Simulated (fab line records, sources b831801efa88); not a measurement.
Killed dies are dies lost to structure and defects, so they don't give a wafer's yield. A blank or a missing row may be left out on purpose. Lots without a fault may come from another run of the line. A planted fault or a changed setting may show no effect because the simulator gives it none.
Which tool did it? | flow sky130 | 10 lots, 30 wafers sampled, at 3 steps of a route of 708

WHAT THE GAUGES READ, wafer by wafer
SKY_SD_N_OVL_MEAS_08.
lot  | measured     | on         | SD_N_OVL (nm)
L580 | day 29 23:26 | overlay-02 | -0.9 -1.3 1.1
L579 | day 30 06:13 | overlay-01 | 0.6 1.0 0.4
L582 | day 32 13:40 | overlay-01 | 1.8 1.5 1.6
L586 | day 32 16:04 | overlay-02 | 1.2 2.3 0.8
L581 | day 32 17:31 | overlay-02 | -0.7 -0.9 0.4
L587 | day 32 19:30 | overlay-01 | 0.2 -0.6 0.2
L589 | day 32 20:06 | overlay-02 | -1.1 0.2 0.1
L594 | day 34 02:09 | overlay-02 | 0.4 1.1 0.9
L597 | day 35 01:19 | overlay-01 | -1.8 -0.8 -1.5
L598 | day 35 05:10 | overlay-01 | -0.2 0.3 -0.7

WHICH TOOL RAN EACH LOT (tool, then ch and the chambers of the sampled wafers, then the start)
lot  | SKY_POLY_CUT_STRIP_12                | SKY_RES_XHIGH_STRIP_08
L580 | plasma_asher-03 ch 0,1, day 26 10:07 | plasma_asher-03 ch 0,1, day 28 19:32
L579 | plasma_asher-04 ch 0,1, day 26 17:03 | plasma_asher-01 ch 0,1, day 29 01:38
L582 | plasma_asher-03 ch 0,1, day 29 02:50 | plasma_asher-01 ch 0,1, day 31 11:05
L586 | plasma_asher-03 ch 0,1, day 29 06:54 | plasma_asher-01 ch 0,1, day 31 14:16
L581 | plasma_asher-04 ch 0,1, day 29 07:14 | plasma_asher-03 ch 0,1, day 31 14:59
L587 | plasma_asher-03 ch 0,1, day 29 08:28 | plasma_asher-03 ch 0,1, day 31 16:29
L589 | plasma_asher-03 ch 0,1, day 29 08:38 | plasma_asher-03 ch 0,1, day 31 17:08
L594 | plasma_asher-01 ch 0,1, day 30 19:49 | plasma_asher-03 ch 0,1, day 33 00:11
L597 | plasma_asher-03 ch 0,1, day 31 17:37 | plasma_asher-01 ch 0,1, day 33 22:29
L598 | plasma_asher-03 ch 0,1, day 31 21:55 | plasma_asher-01 ch 0,1, day 34 02:21
- SKY_POLY_CUT_STRIP_12: strips in O2/N2.
- SKY_RES_XHIGH_STRIP_08: strips in O2/N2.

WHAT THE TOOLS THEMSELVES READ (means of the sampled wafers that have a number; where no wafer has one, the mark that the record gives instead)
SKY_POLY_CUT_STRIP_12.
lot  | tool            | drypump_motor_current_A (A) | oes_product_au (a.u.) | strip_time_to_endpoint_s (s)
L580 | plasma_asher-03 | 5.91                        | 0.451                 | 5.357
L579 | plasma_asher-04 | 5.76                        | 0.453                 | 5.365
L582 | plasma_asher-03 | 5.80                        | 0.458                 | 5.373
L586 | plasma_asher-03 | 5.82                        | 0.450                 | 5.356
L581 | plasma_asher-04 | 5.98                        | 0.452                 | 5.374
L587 | plasma_asher-03 | 5.96                        | 0.449                 | 5.355
L589 | plasma_asher-03 | 5.96                        | 0.453                 | 5.365
L594 | plasma_asher-01 | 5.90                        | 0.449                 | 5.359
L597 | plasma_asher-03 | 5.80                        | 0.454                 | 5.353
L598 | plasma_asher-03 | 5.93                        | 0.454                 | 5.350

SKY_RES_XHIGH_STRIP_08.
lot  | tool            | drypump_motor_current_A (A) | oes_product_au (a.u.) | strip_time_to_endpoint_s (s)
L580 | plasma_asher-03 | 5.8                         | 0.712                 | 14.27
L579 | plasma_asher-01 | 5.7                         | 0.705                 | 14.25
L582 | plasma_asher-01 | 5.8                         | 0.707                 | 14.30
L586 | plasma_asher-01 | 5.9                         | 0.712                 | 14.22
L581 | plasma_asher-03 | 6.0                         | 0.710                 | 14.27
L587 | plasma_asher-03 | 6.0                         | 0.710                 | 14.28
L589 | plasma_asher-03 | 5.8                         | 0.715                 | 14.22
L594 | plasma_asher-03 | 5.8                         | 0.708                 | 14.26
L597 | plasma_asher-01 | 6.0                         | 0.707                 | 14.28
L598 | plasma_asher-01 | 5.8                         | 0.708                 | 14.25

THE ANSWER, worked out from the rows above alone
Rule: what is usual is taken from the lots themselves. Put in order of their means at a reading, lots are off if they are a third of the lots or fewer, leave a main group of 4 or more, and stand apart from it by a gap of 3 or more times the standard deviation of the main group's means; of several such gaps the widest counts. A main group whose means are all the same, to the digits that the tables above print for the reading, isn't used. A lot without any number at a reading at which 4 lots or more have one is off too. The other lots that the step has rows for count as sound. The gauges are gone through in route order, then the tools' own readings, and for those a lot's mean is taken as printed above. The first step at which some lot is off is used, and at that step the reading that is off furthest; a lot without a number counts as furthest.
No lot is off at any reading shown: from this, nothing can be told.

WHAT THE SIMULATOR HAD PUT IN
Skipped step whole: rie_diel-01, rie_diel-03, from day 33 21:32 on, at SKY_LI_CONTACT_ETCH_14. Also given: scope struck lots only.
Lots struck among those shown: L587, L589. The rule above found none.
